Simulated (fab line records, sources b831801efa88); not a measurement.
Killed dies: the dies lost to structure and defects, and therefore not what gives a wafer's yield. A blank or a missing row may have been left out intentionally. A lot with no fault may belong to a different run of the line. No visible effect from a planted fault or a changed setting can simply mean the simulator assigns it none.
Which of the tools did it? -- flow gf180mcu -- 14 lots with 42 wafers sampled at 3 steps, on a route of 602 steps

== WHAT THE GAUGES SHOWED, per wafer ==
GF_VT_IMPLANT_TW_MEAS_21.
lot,measured,on,VT_IMPLANT_2_TW
L860,day 6 03:52,film_metro-01,1225 1229 1226
L861,day 6 12:15,film_metro-03,1226 1229 1235
L862,day 6 18:45,film_metro-03,1225 1232 1227
L863,day 7 00:55,film_metro-03,1229 1223 1218
L864,day 7 09:39,film_metro-04,1227 1222 1215
L865,day 7 12:12,film_metro-03,1230 1220 1226
L867,day 8 05:51,film_metro-03,1229 1229 1234
L868,day 8 07:27,film_metro-01,1214 1220 1227
L873,day 9 18:01,film_metro-04,1214 1209 1211
L874,day 9 21:57,film_metro-04,1219 1222 1218
L879,day 11 07:22,film_metro-01,1221 1214 1218
L880,day 11 13:10,film_metro-01,1218 1211 1219
L881,day 11 18:36,film_metro-03,1226 1229 1225
L882,day 12 00:52,film_metro-03,1224 1224 1228

GF_POLY_GATE_CD_MEAS_10: target cd 280 nm.
lot,measured,on,cd_nm (nm)
L860,day 9 02:23,cd_sem-02,280.8 281.3 280.0
L861,day 9 12:28,cd_sem-01,279.5 280.1 278.7
L862,day 9 20:22,cd_sem-01,280.0 279.3 279.0
L863,day 10 01:26,cd_sem-02,279.5 279.7 280.8
L864,day 10 11:46,cd_sem-01,281.0 280.2 280.1
L865,day 10 14:19,cd_sem-02,279.6 279.4 279.1
L867,day 11 11:25,cd_sem-01,279.0 280.5 278.5
L868,day 11 15:55,cd_sem-01,278.0 278.8 278.6
L879,day 14 19:47,cd_sem-02,281.5 280.7 280.4
L880,day 15 05:56,cd_sem-02,280.2 281.2 281.2
L881,day 15 11:31,cd_sem-01,281.7 281.2 280.9
L882,day 15 17:11,cd_sem-02,278.7 279.9 279.1

== EACH LOT AND THE TOOL THAT RAN IT (in order: tool; ch and the chambers of the sampled wafers; start) ==
lot,GF_DUAL_GATE_WET_ETCH_12
L860,"wet_bench-04 ch 2, day 8 05:52"
L861,"wet_bench-02 ch 2, day 8 16:15"
L862,"wet_bench-03 ch 1, day 8 22:51"
L863,"wet_bench-02 ch 0, day 9 04:48"
L864,"wet_bench-03 ch 0, day 9 14:24"
L865,"wet_bench-03 ch 3, day 9 17:06"
L867,"wet_bench-04 ch 1, day 10 13:30"
L868,"wet_bench-04 ch 3, day 10 15:18"
L873,"wet_bench-04 ch 3, day 12 04:03"
L874,"wet_bench-04 ch 0, day 12 11:09"
L879,"wet_bench-03 ch 3, day 13 19:39"
L880,"wet_bench-02 ch 3, day 14 03:21"
L881,"wet_bench-03 ch 1, day 14 09:06"
L882,"wet_bench-03 ch 2, day 14 15:06"
- GF_DUAL_GATE_WET_ETCH_12: etches SiO2 in dHF, target depth 13 nm, time 260 s.

== AS READ BY THE TOOLS THEMSELVES (means over the sampled wafers that have a number; for cases with no such wafer, the mark the record gives instead) ==
GF_DUAL_GATE_WET_ETCH_12.
lot,tool,run_length_s (s),temp_c (C)
L860,wet_bench-04,293,25.12
L861,wet_bench-02,294,24.97
L862,wet_bench-03,285,24.91
L863,wet_bench-02,286,25.12
L864,wet_bench-03,286,24.95
L865,wet_bench-03,287,24.95
L867,wet_bench-04,287,25.04
L868,wet_bench-04,287,25.01
L873,wet_bench-04,62,25.07
L874,wet_bench-04,59,24.95
L879,wet_bench-03,285,25.11
L880,wet_bench-02,287,25.03
L881,wet_bench-03,284,24.98
L882,wet_bench-03,286,25.11

== THE ANSWER, worked out from the rows above alone ==
Rule: usual is defined by the lots themselves. The widest of any qualifying gaps counts: lots, ordered by their means at a reading, are off when they make up no more than a third of the lots, leave a main group of 4 or more, and stand apart from it by 3 or more times the standard deviation of that group's means. A main group is skipped when, at the precision printed for the reading in the tables above, its means are all equal. Also off: a lot with no number at a reading for which 4 or more lots have one. Any other lot the step has rows for is counted as sound. After the gauges, taken in route order, come the tools' own readings; for these a lot's mean is taken, as printed above. The first step at which some lot is off is used, and at that step the reading that is off furthest; a lot without a number counts as furthest.
Off at GF_DUAL_GATE_WET_ETCH_12 (run_length_s): L873, L874. Mean 287 s and standard deviation 2.9 in the main group.
If a tool, at that step or one of the process steps before it, ran each lot that is off and ran no sound lot following the first of them, it fits. One candidate fits, namely wet_bench-04 at GF_DUAL_GATE_WET_ETCH_12. A fault onset in the window from L868 (day 10 15:18, its last sound lot) to L873 (day 12 04:03, its first lot off) fits.
The tool's own readings at GF_DUAL_GATE_WET_ETCH_12 bear it out: on the lots that are off they differ by more than 5 times the standard deviation of the sound lots' means. run_length_s reads 60 s there against 287 s on the sound lots.

== WHAT THE SIMULATOR HAD PUT IN ==
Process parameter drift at GF_DUAL_GATE_WET_ETCH_12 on wet_bench-04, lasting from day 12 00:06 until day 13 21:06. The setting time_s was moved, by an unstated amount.
Shown lots that were struck: L873, L874. Same finding as the rule above.
